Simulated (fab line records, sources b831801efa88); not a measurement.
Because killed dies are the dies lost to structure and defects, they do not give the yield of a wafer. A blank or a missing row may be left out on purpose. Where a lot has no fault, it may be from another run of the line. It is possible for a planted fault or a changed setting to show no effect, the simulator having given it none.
Which tool is to blame? + flow sky130 + 39 wafers from 13 lots sampled at 3 of the route's 708 steps

WHAT THE GAUGES SHOWED, per wafer
SKY_POLY_GATE_THK_MEAS_04.
| lot  | measured     | on            | POLY_GATE_CVD_03_THK (nm) |
|------|--------------|---------------|---------------------------|
| L108 | day 15 06:31 | film metro-02 | 74.8 73.9 74.1            |
| L109 | day 16 00:31 | film metro-02 | 74.7 74.7 75.2            |
| L110 | day 16 11:40 | film metro-04 | 74.8 75.5 75.4            |
| L111 | day 17 00:56 | film metro-04 | 76.4 75.5 76.0            |
| L113 | day 17 16:39 | film metro-04 | 75.2 75.8 75.5            |
| L114 | day 18 01:38 | film metro-02 | 75.8 75.6 74.9            |
| L117 | day 18 20:07 | film metro-01 | 75.1 75.6 75.4            |
| L119 | day 19 14:19 | film metro-04 | 75.8 75.4 75.7            |
| L120 | day 20 07:26 | film metro-04 | 74.5 74.4 73.8            |
| L122 | day 20 19:32 | film metro-01 | 76.6 76.3 76.3            |
| L124 | day 22 07:01 | film metro-01 | 74.5 74.1 75.3            |
| L126 | day 22 07:01 | film metro-04 | 76.1 75.6 76.4            |
| L130 | day 23 06:54 | film metro-04 | 74.5 74.0 74.7            |

SKY_SD_N_CD_MEAS_07 targets a cd of 380 nm.
| lot  | measured     | on        | cd nm (nm)        |
|------|--------------|-----------|-------------------|
| L108 | day 27 20:28 | cd sem-02 | 384.6 381.4 382.0 |
| L109 | day 28 16:23 | cd sem-02 | 377.9 377.4 377.5 |
| L110 | day 29 05:52 | cd sem-01 | 378.4 380.3 381.2 |
| L111 | day 29 23:05 | cd sem-02 | 376.9 378.2 380.4 |
| L113 | day 30 07:57 | cd sem-01 | 380.3 377.1 378.8 |
| L114 | day 30 16:21 | cd sem-01 | 380.8 382.0 383.4 |
| L117 | day 31 08:14 | cd sem-01 | 378.8 381.5 382.4 |
| L119 | day 31 23:26 | cd sem-02 | 380.8 381.5 378.4 |
| L120 | day 32 16:17 | cd sem-01 | 230.3 231.0 233.6 |
| L122 | day 33 01:17 | cd sem-01 | 237.0 237.4 236.0 |
| L124 | day 34 10:17 | cd sem-02 | 382.2 383.1 380.9 |
| L126 | day 34 11:11 | cd sem-02 | 381.6 382.6 382.1 |
| L130 | day 35 07:37 | cd sem-01 | 381.6 383.7 381.0 |

EACH LOT AND THE TOOL THAT RAN IT (in order: tool; ch and the chambers of the sampled wafers; start)
| lot  | SKY_SD_N_DEVELOP_06               |
|------|-----------------------------------|
| L108 | litho track-04 ch 0, day 27 20:19 |
| L109 | litho track-02 ch 0, day 28 16:14 |
| L110 | litho track-01 ch 0, day 29 05:36 |
| L111 | litho track-01 ch 0, day 29 22:57 |
| L113 | litho track-01 ch 0, day 30 07:48 |
| L114 | litho track-04 ch 0, day 30 16:13 |
| L117 | litho track-02 ch 0, day 31 08:05 |
| L119 | litho track-02 ch 0, day 31 23:17 |
| L120 | litho track-02 ch 0, day 32 16:08 |
| L122 | litho track-02 ch 0, day 33 01:08 |
| L124 | litho track-04 ch 0, day 34 10:08 |
| L126 | litho track-04 ch 0, day 34 11:02 |
| L130 | litho track-04 ch 0, day 35 07:28 |
- SKY_SD_N_DEVELOP_06: develop time 60 s.

AS READ BY THE TOOLS THEMSELVES (means over the sampled wafers that have a number; for cases with no such wafer, the mark the record gives instead)
SKY_SD_N_DEVELOP_06.
| lot  | tool           | chill plate temp C (C) |
|------|----------------|------------------------|
| L108 | litho track-04 | 23.18                  |
| L109 | litho track-02 | 23.08                  |
| L110 | litho track-01 | 23.04                  |
| L111 | litho track-01 | 23.02                  |
| L113 | litho track-01 | 23.09                  |
| L114 | litho track-04 | 22.74                  |
| L117 | litho track-02 | 23.00                  |
| L119 | litho track-02 | 23.11                  |
| L120 | litho track-02 | 22.99                  |
| L122 | litho track-02 | 22.94                  |
| L124 | litho track-04 | 23.00                  |
| L126 | litho track-04 | 23.00                  |
| L130 | litho track-04 | 22.97                  |

THE ANSWER, worked out from the rows above alone
Rule: usual is defined by the lots themselves. Put in order of their means at a reading, lots are off if they are a third of the lots or fewer, leave a main group of 4 or more, and stand apart from it by a gap of 3 or more times the standard deviation of the main group's means; of several such gaps the widest counts. Not used: any main group whose means are identical at the precision the tables above print for the reading. A lot without any number at a reading at which 4 lots or more have one is off too. The other lots that the step has rows for count as sound. After the gauges, taken in route order, come the tools' own readings; for these a lot's mean is taken, as printed above. The first step at which some lot is off is used, and at that step the reading that is off furthest; a lot without a number counts as furthest.
Off: L120, L122, at SKY_SD_N_CD_MEAS_07 (cd nm). The main group: mean 380.6 nm, standard deviation 1.7.
A tool fits if, at a process step before that reading, it ran every lot that is off, and no sound lot after the first of them. Gauges at SKY_SD_N_CD_MEAS_07: tried the same way as those tools. One fits: litho track-02 at SKY_SD_N_DEVELOP_06. A fault onset in the window from L119 (day 31 23:17, its last sound lot) to L120 (day 32 16:08, its first lot off) fits.

WHAT THE SIMULATOR HAD INSERTED
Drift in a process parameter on litho track-02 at SKY_SD_N_DEVELOP_06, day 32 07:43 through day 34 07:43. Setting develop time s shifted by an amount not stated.
Shown lots that were struck: L120, L122. This agrees with what the rule above found.
